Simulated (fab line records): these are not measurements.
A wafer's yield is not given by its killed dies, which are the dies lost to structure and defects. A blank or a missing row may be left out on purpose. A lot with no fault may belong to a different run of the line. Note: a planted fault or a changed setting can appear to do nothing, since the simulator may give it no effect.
fab line records | flow sky130
record lots=14 | wafers=42 | last-day=50
route steps=708 shown NWELL@63 SONOS_ONO@170 GATE_OXIDE@189 PAD_OPEN@708
lots untouched by any fault: they come from a run of this same line in which no faults occurred
start-h: hours from the record's opening day to when the first of the lot's shown wafers began | wait-h: hours elapsed since this lot's preceding step | " identical to the entry in the row above | L1.1+2: several wafers, shown together as one row | - no value, or no start was given | * or withheld: withheld | < > ~ a bound
route shown NAME@n: names a module that has steps shown in the file, with the first one's number in the route | usual: average and standard deviation across the fault-free wafers | same: alike in all rows | chamber/n: place in a boat | sites: readings site by site | _std_site: the values' standard deviation | _edge_site: mean of outer sites minus mean of inner sites | radius-mm: for every site, how far away it sits from the centre of the wafer | mask NAME#n: copy n | behind: tool/chamber where the wafer was last shaped | hold: what put the lot on hold/how long, in hours/how the hold closed | device: whichever transistor did not switch (one of n, p or np) | end of line: the same wafers' tests at the end of the route | a step without rows: its recipe alone | killed: dies lost to structure and defects at the first sort, not the wafer's yield | map: per-die view of a wafer (x killed, . not killed, _ where there is no die)
set.NAME: the setting that was run; set.NAME@STEP: the one run at that earlier step | model.NAME: the simulator's own value behind a step, which no gauge read
steps of the route over a sample of lots; a table a step, a row a wafer
## steps
# step SKY_NWELL_OVL_MEAS_10
# usual NWELL_00_OVL=-0.1/1.4
lot.wafer | tool       | chamber | start-h | wait-h | NWELL_00_OVL[nm]
L718.1    | overlay-01 | -       | 86.79   | -      | -0.1
L718.3    | "          | -       | "       | "      | 1.1
L718.6    | "          | -       | "       | "      | 0.8
L719.1    | overlay-01 | -       | 93.39   | -      | 0.0
L719.3    | "          | -       | "       | "      | 1.8
L719.6    | "          | -       | "       | "      | 1.2
L722.1    | overlay-02 | -       | 109.54  | -      | 0.8
L722.3    | "          | -       | "       | "      | -1.2
L722.6    | "          | -       | "       | "      | 2.3
L723.3    | overlay-01 | -       | 114.54  | -      | 0.1
L723.4    | "          | -       | "       | "      | 2.0
L723.5    | "          | -       | "       | "      | 0.9
L730.3    | overlay-02 | -       | 158.60  | -      | 0.5
L730.4    | "          | -       | "       | "      | 2.5
L730.6    | "          | -       | "       | "      | 2.4
L731.1    | overlay-02 | -       | 166.70  | -      | 0.8
L731.3    | "          | -       | "       | "      | 1.6
L731.6    | "          | -       | "       | "      | -1.2
L732.1    | overlay-01 | -       | 174.08  | -      | -0.3
L732.3    | "          | -       | "       | "      | 1.1
L732.4    | "          | -       | "       | "      | -2.6
L733.3    | overlay-02 | -       | 180.19  | -      | 0.3
L733.4    | "          | -       | "       | "      | -1.2
L733.5    | "          | -       | "       | "      | 1.0
L734.1    | overlay-01 | -       | 180.44  | -      | -1.0
L734.2    | "          | -       | "       | "      | -0.5
L734.3    | "          | -       | "       | "      | -1.0
L735.3    | overlay-01 | -       | 185.21  | -      | -0.1
L735.5    | "          | -       | "       | "      | -0.1
L735.6    | "          | -       | "       | "      | -1.3
L736.2    | overlay-02 | -       | 198.44  | -      | -0.6
L736.3    | "          | -       | "       | "      | -0.6
L736.4    | "          | -       | "       | "      | -0.6
L739.2    | overlay-02 | -       | 213.33  | -      | -2.4
L739.4    | "          | -       | "       | "      | 1.1
L739.5    | "          | -       | "       | "      | -1.6
L738.1    | overlay-02 | -       | 213.90  | -      | -0.5
L738.4    | "          | -       | "       | "      | -3.0
L738.5    | "          | -       | "       | "      | -1.6
L740.1    | overlay-01 | -       | 217.00  | -      | -0.9
L740.5    | "          | -       | "       | "      | 0.3
L740.6    | "          | -       | "       | "      | -2.1
# step SKY_SONOS_ONO_CVD_02
# recipe material=Si3N4 | precursor=DCS/NH3 | target-thk-nm=10.5 | temp-c=770 | time-s=180 | pressure-mtorr=250
# usual zone-power-top-pct=24.3/0.68
lot.wafer | tool     | chamber | start-h | wait-h | zone-power-top-pct
L718.1    | lpcvd-02 | 1       | 252.43  | 0.1    | 23.5
L718.3    | "        | 1       | "       | "      | 23.6
L718.6    | "        | 1       | "       | "      | 23.4
L719.1    | lpcvd-02 | 0       | 259.62  | 0.3    | 24.7
L719.3    | "        | 0       | "       | "      | 25.1
L719.6    | "        | 0       | "       | "      | 25.2
L722.1    | lpcvd-02 | 0       | 282.42  | 2.6    | 24.8
L722.3    | "        | 0       | "       | "      | 25.0
L722.6    | "        | 0       | "       | "      | 24.9
L723.3    | lpcvd-02 | 1       | 293.29  | 1.9    | 23.3
L723.4    | "        | 1       | "       | "      | 23.8
L723.5    | "        | 1       | "       | "      | 23.3
L730.3    | lpcvd-02 | 0       | 360.13  | 0.7    | 25.1
L730.4    | "        | 0       | "       | "      | 25.0
L730.6    | "        | 0       | "       | "      | 24.9
L731.1    | lpcvd-02 | 0       | 360.13  | 0.7    | 24.0
L731.3    | "        | 0       | "       | "      | 25.0
L731.6    | "        | 0       | "       | "      | 24.6
L732.1    | lpcvd-02 | 1       | 379.85  | 1.7    | 23.3
L732.3    | "        | 1       | "       | "      | 23.5
L732.4    | "        | 1       | "       | "      | 23.3
L733.3    | lpcvd-02 | 0       | 383.53  | 0.0    | 24.9
L733.4    | "        | 0       | "       | "      | 24.9
L733.5    | "        | 0       | "       | "      | 24.4
L734.1    | lpcvd-02 | 0       | 383.53  | 0.1    | 25.0
L734.2    | "        | 0       | "       | "      | 24.6
L734.3    | "        | 0       | "       | "      | 24.7
L735.3    | lpcvd-02 | 0       | 393.34  | 0.0    | 24.3
L735.5    | "        | 0       | "       | "      | 25.0
L735.6    | "        | 0       | "       | "      | 24.5
L736.2    | lpcvd-02 | 0       | 405.92  | 0.0    | 25.0
L736.3    | "        | 0       | "       | "      | 25.0
L736.4    | "        | 0       | "       | "      | 24.5
L739.2    | lpcvd-02 | 1       | 423.11  | 0.0    | 23.4
L739.4    | "        | 1       | "       | "      | 23.4
L739.5    | "        | 1       | "       | "      | 23.9
L738.1    | lpcvd-02 | 0       | 427.31  | 2.2    | 25.0
L738.4    | "        | 0       | "       | "      | 25.1
L738.5    | "        | 0       | "       | "      | 24.4
L740.1    | lpcvd-02 | 1       | 430.14  | 2.3    | 23.7
L740.5    | "        | 1       | "       | "      | 23.3
L740.6    | "        | 1       | "       | "      | 23.3
# step SKY_SONOS_ONO_THK_MEAS_03
# recipe reads=Si3N4_of_SONOS_ONO_CVD_02
# usual SONOS_ONO_CVD_02_THK=10.46/0.11
lot.wafer | tool          | chamber | start-h | wait-h | SONOS_ONO_CVD_02_THK[nm]
L718.1    | film-metro-04 | -       | 253.48  | 0.0    | 10.61
L718.3    | "             | -       | "       | "      | 10.62
L718.6    | "             | -       | "       | "      | 10.48
L719.1    | film-metro-03 | -       | 260.67  | 0.0    | 10.57
L719.3    | "             | -       | "       | "      | 10.65
L719.6    | "             | -       | "       | "      | 10.57
L722.1    | film-metro-03 | -       | 284.00  | 0.0    | 13.72
L722.3    | "             | -       | "       | "      | 13.73
L722.6    | "             | -       | "       | "      | 13.73
L723.3    | film-metro-02 | -       | 294.89  | 0.0    | 13.79
L723.4    | "             | -       | "       | "      | 13.91
L723.5    | "             | -       | "       | "      | 13.71
L731.1    | film-metro-04 | -       | 361.18  | 0.0    | 10.55
L731.3    | "             | -       | "       | "      | 10.58
L731.6    | "             | -       | "       | "      | 10.70
L730.3    | film-metro-02 | -       | 361.20  | 0.0    | 10.46
L730.4    | "             | -       | "       | "      | 10.48
L730.6    | "             | -       | "       | "      | 10.49
L732.1    | film-metro-03 | -       | 380.90  | 0.0    | 10.37
L732.3    | "             | -       | "       | "      | 10.47
L732.4    | "             | -       | "       | "      | 10.40
L734.1    | film-metro-03 | -       | 384.58  | 0.0    | 10.17
L734.2    | "             | -       | "       | "      | 10.39
L734.3    | "             | -       | "       | "      | 10.40
L733.3    | film-metro-04 | -       | 384.60  | 0.0    | 10.48
L733.4    | "             | -       | "       | "      | 10.50
L733.5    | "             | -       | "       | "      | 10.54
L735.3    | film-metro-04 | -       | 394.41  | 0.0    | 10.43
L735.5    | "             | -       | "       | "      | 10.48
L735.6    | "             | -       | "       | "      | 10.35
L736.2    | film-metro-04 | -       | 406.98  | 0.0    | 10.43
L736.3    | "             | -       | "       | "      | 10.34
L736.4    | "             | -       | "       | "      | 10.45
L739.2    | film-metro-02 | -       | 424.17  | 0.0    | 10.61
L739.4    | "             | -       | "       | "      | 10.47
L739.5    | "             | -       | "       | "      | 10.50
L738.1    | film-metro-02 | -       | 428.36  | 0.0    | 10.51
L738.4    | "             | -       | "       | "      | 10.55
L738.5    | "             | -       | "       | "      | 10.62
L740.1    | film-metro-02 | -       | 431.19  | 0.0    | 10.49
L740.5    | "             | -       | "       | "      | 10.63
L740.6    | "             | -       | "       | "      | 10.53
# step SKY_SONOS_ONO_OVL_MEAS_14
# usual SONOS_ONO_OVL=0.2/1.3
lot.wafer | tool       | chamber | start-h | wait-h | SONOS_ONO_OVL[nm]
L718.1    | overlay-02 | -       | 278.82  | 0.1    | 0.4
L718.3    | "          | -       | "       | "      | 1.1
L718.6    | "          | -       | "       | "      | 2.3
L719.1    | overlay-01 | -       | 286.27  | 0.1    | 0.8
L719.3    | "          | -       | "       | "      | 0.0
L719.6    | "          | -       | "       | "      | -0.9
L722.1    | overlay-01 | -       | 311.32  | 0.1    | -0.9
L722.3    | "          | -       | "       | "      | -1.6
L722.6    | "          | -       | "       | "      | 1.7
L723.3    | overlay-02 | -       | 321.30  | 0.1    | -0.1
L723.4    | "          | -       | "       | "      | -1.7
L723.5    | "          | -       | "       | "      | -1.1
L731.1    | overlay-01 | -       | 390.10  | 0.1    | 0.9
L731.3    | "          | -       | "       | "      | 0.0
L731.6    | "          | -       | "       | "      | -1.1
L730.3    | overlay-01 | -       | 390.28  | 0.1    | 1.2
L730.4    | "          | -       | "       | "      | 3.4
L730.6    | "          | -       | "       | "      | 2.4
L732.1    | overlay-01 | -       | 410.07  | 0.1    | 0.3
L732.3    | "          | -       | "       | "      | 1.0
L732.4    | "          | -       | "       | "      | -0.5
L734.1    | overlay-02 | -       | 418.35  | 0.1    | 2.1
L734.2    | "          | -       | "       | "      | -2.1
L734.3    | "          | -       | "       | "      | 2.5
L733.3    | overlay-02 | -       | 418.93  | 0.1    | -0.6
L733.4    | "          | -       | "       | "      | -0.2
L733.5    | "          | -       | "       | "      | 0.6
L735.3    | overlay-01 | -       | 424.30  | 0.1    | 1.0
L735.5    | "          | -       | "       | "      | -0.3
L735.6    | "          | -       | "       | "      | 0.1
L736.2    | overlay-01 | -       | 437.64  | 0.1    | 1.1
L736.3    | "          | -       | "       | "      | -0.5
L736.4    | "          | -       | "       | "      | -0.9
L739.2    | overlay-02 | -       | 456.93  | 0.1    | -0.2
L739.4    | "          | -       | "       | "      | -0.9
L739.5    | "          | -       | "       | "      | 0.3
L738.1    | overlay-01 | -       | 460.64  | 0.1    | 0.1
L738.4    | "          | -       | "       | "      | -0.4
L738.5    | "          | -       | "       | "      | 0.6
L740.1    | overlay-01 | -       | 463.80  | 0.1    | 1.0
L740.5    | "          | -       | "       | "      | 0.8
L740.6    | "          | -       | "       | "      | -0.1
# step SKY_GATE_OXIDE_THK_MEAS_02
# recipe reads=SiO2_of_GATE_OXIDE_OXIDATION_01
# usual GATE_OXIDE_OXIDATION_00_THK=10.12/0.16
lot.wafer | tool          | chamber | start-h | wait-h | GATE_OXIDE_OXIDATION_00_THK[nm]
L718.1    | film-metro-04 | -       | 281.20  | 0.0    | 10.09
L718.3    | "             | -       | "       | "      | 10.10
L718.6    | "             | -       | "       | "      | 10.14
L719.1    | film-metro-01 | -       | 288.60  | 0.0    | 9.93
L719.3    | "             | -       | "       | "      | 10.07
L719.6    | "             | -       | "       | "      | 10.08
L722.1    | film-metro-01 | -       | 313.24  | 0.0    | 10.29
L722.3    | "             | -       | "       | "      | 10.41
L722.6    | "             | -       | "       | "      | 10.41
L723.3    | film-metro-04 | -       | 323.97  | 0.0    | 9.83
L723.4    | "             | -       | "       | "      | 9.93
L723.5    | "             | -       | "       | "      | 10.09
L731.1    | film-metro-01 | -       | 398.91  | 0.0    | 10.23
L731.3    | "             | -       | "       | "      | 9.98
L731.6    | "             | -       | "       | "      | 10.07
L730.3    | film-metro-03 | -       | 398.93  | 0.0    | 10.01
L730.4    | "             | -       | "       | "      | 10.03
L730.6    | "             | -       | "       | "      | 9.93
L732.1    | film-metro-04 | -       | 413.35  | 0.0    | 10.27
L732.3    | "             | -       | "       | "      | 10.19
L732.4    | "             | -       | "       | "      | 10.20
L734.1    | film-metro-03 | -       | 421.71  | 0.0    | 9.91
L734.2    | "             | -       | "       | "      | 10.22
L734.3    | "             | -       | "       | "      | 10.02
L733.3    | film-metro-01 | -       | 421.79  | 0.1    | 10.23
L733.4    | "             | -       | "       | "      | 10.04
L733.5    | "             | -       | "       | "      | 9.90
L735.3    | film-metro-03 | -       | 426.54  | 0.0    | 10.27
L735.5    | "             | -       | "       | "      | 10.14
L735.6    | "             | -       | "       | "      | 10.30
L736.2    | film-metro-01 | -       | 439.41  | 0.0    | 10.14
L736.3    | "             | -       | "       | "      | 10.11
L736.4    | "             | -       | "       | "      | 10.04
L739.2    | film-metro-01 | -       | 458.69  | 0.0    | 9.83
L739.4    | "             | -       | "       | "      | 10.15
L739.5    | "             | -       | "       | "      | 10.03
L738.1    | film-metro-01 | -       | 464.42  | 0.0    | 10.16
L738.4    | "             | -       | "       | "      | 10.05
L738.5    | "             | -       | "       | "      | 10.06
L740.1    | film-metro-03 | -       | 465.82  | 0.0    | 9.95
L740.5    | "             | -       | "       | "      | 9.79
L740.6    | "             | -       | "       | "      | 9.86
# step SKY_PAD_OPEN_PROBE_99
# usual killed_at_M0_to_M3=43/7.1 | killed_at_M4_up=3.2/1.7 | killed-at-contacts=24/5.6 | killed-at-front-end=16/5 | killed-at-other=0.4/0.68 | killed-dies=86/9.3 | killed-on-rim=17/3.8 | killed-open=47/7.1 | killed-short=39/5.7
# same gross-dies=492 | killed-at-back-side=0
lot.wafer | tool      | chamber | start-h | wait-h | killed_at_M0_to_M3 | killed_at_M4_up | killed-at-contacts | killed-at-front-end | killed-at-other | killed-dies | killed-on-rim | killed-open | killed-short
L730.3    | prober-01 | -       | 1154.39 | 0.2    | 55                 | 6               | 8                  | 12                  | 0               | 81          | 7             | 39          | 42
L730.4    | prober-01 | -       | 1154.44 | 0.2    | 36                 | 4               | 13                 | 8                   | 0               | 61          | 13            | 34          | 27
L730.6    | prober-01 | -       | 1154.54 | 0.2    | 32                 | 5               | 15                 | 17                  | 0               | 69          | 15            | 38          | 31
L731.1    | prober-02 | -       | 1155.63 | 0.1    | 47                 | 7               | 22                 | 9                   | 0               | 85          | 16            | 36          | 49
L731.3    | prober-02 | -       | 1155.73 | 0.2    | 47                 | 1               | 27                 | 18                  | 0               | 93          | 22            | 60          | 33
L731.6    | prober-02 | -       | 1155.88 | 0.2    | 37                 | 4               | 30                 | 21                  | 2               | 94          | 17            | 55          | 38
# killed by level:class
L730.3 VIA3:geometric-particle:open=11 METAL2:geometric-particle:short=8 METAL1:geometric-particle:short=7 VIA1:geometric-particle:open=6 VIA3:geometric-particle:short=6 POLY_GATE:geometric-particle:short=5 VIA2:geometric-particle:open=5 METAL4:geometric-particle:short=5
L730.4 VIA1:geometric-particle:open=6 CONTACT:geometric-particle:open=5 VIA2:geometric-particle:open=5 VIA3:geometric-particle:open=5 VIA1:geometric-particle:short=4 FIELD_ISO:geometric-particle:short=3 FIELD_ISO:geometric-particle:open=3 CONTACT:geometric-particle:short=3
L730.6 VIA1:geometric-particle:open=9 CONTACT:geometric-particle:open=6 POLY_GATE:geometric-particle:short=5 METAL1:geometric-particle:short=4 VIA1:geometric-particle:short=4 METAL2:geometric-particle:short=4 VIA2:geometric-particle:open=4 VIA3:geometric-particle:open=4
L731.1 VIA1:geometric-particle:short=11 VIA1:geometric-particle:open=9 VIA2:geometric-particle:open=6 CONTACT:geometric-particle:open=6 CONTACT:geometric-particle:short=6 METAL2:geometric-particle:short=5 LI_CONTACT:geometric-particle:open=4 LOCAL_INTERCONNECT:geometric-particle:short=4
L731.3 CONTACT:geometric-particle:open=12 VIA1:geometric-particle:open=11 LI_CONTACT:geometric-particle:open=9 VIA2:geometric-particle:open=8 FIELD_ISO:geometric-particle:open=5 VIA2:geometric-particle:short=5 POLY_GATE:geometric-particle:open=4 METAL1:geometric-particle:short=4
L731.6 VIA1:geometric-particle:open=10 CONTACT:geometric-particle:open=10 LI_CONTACT:geometric-particle:open=9 CONTACT:geometric-particle:short=7 POLY_GATE:geometric-particle:open=6 VIA2:geometric-particle:open=5 VIA3:geometric-particle:open=5 FIELD_ISO:geometric-particle:short=4
## key
first-sign step=SKY_SONOS_ONO_THK_MEAS_03 | reading=SONOS_ONO_CVD_02_THK | direction=up | sigmas=29 | usual=10.46 | struck=13.76
effect none on later readings
met-at SKY_SONOS_ONO_CVD_02
struck-lots L722,L723
tester-left-out L722,L723
not-acting-at SKY_NWELL_OVL_MEAS_10,SKY_SONOS_ONO_OVL_MEAS_14,SKY_GATE_OXIDE_THK_MEAS_02
onset-between 259.62 282.42
fault kind=process-parameter-drift | tool=lpcvd-02 | chamber=- | onset-h=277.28 | steps=SKY_SONOS_ONO_CVD_02 | channel=target-thk-nm | offset=3.2183 | shape=step | end-h=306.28 | acts-in=these-recipes-only | stated=10.5
# tester-left-out: of these lots the tester's yield and bins aren't shown, on N5 and GAA mostly nor the transistor test; their killed dies are dies lost to structure and defects alone, not to doping, threshold or leakage, so they don't give the yield
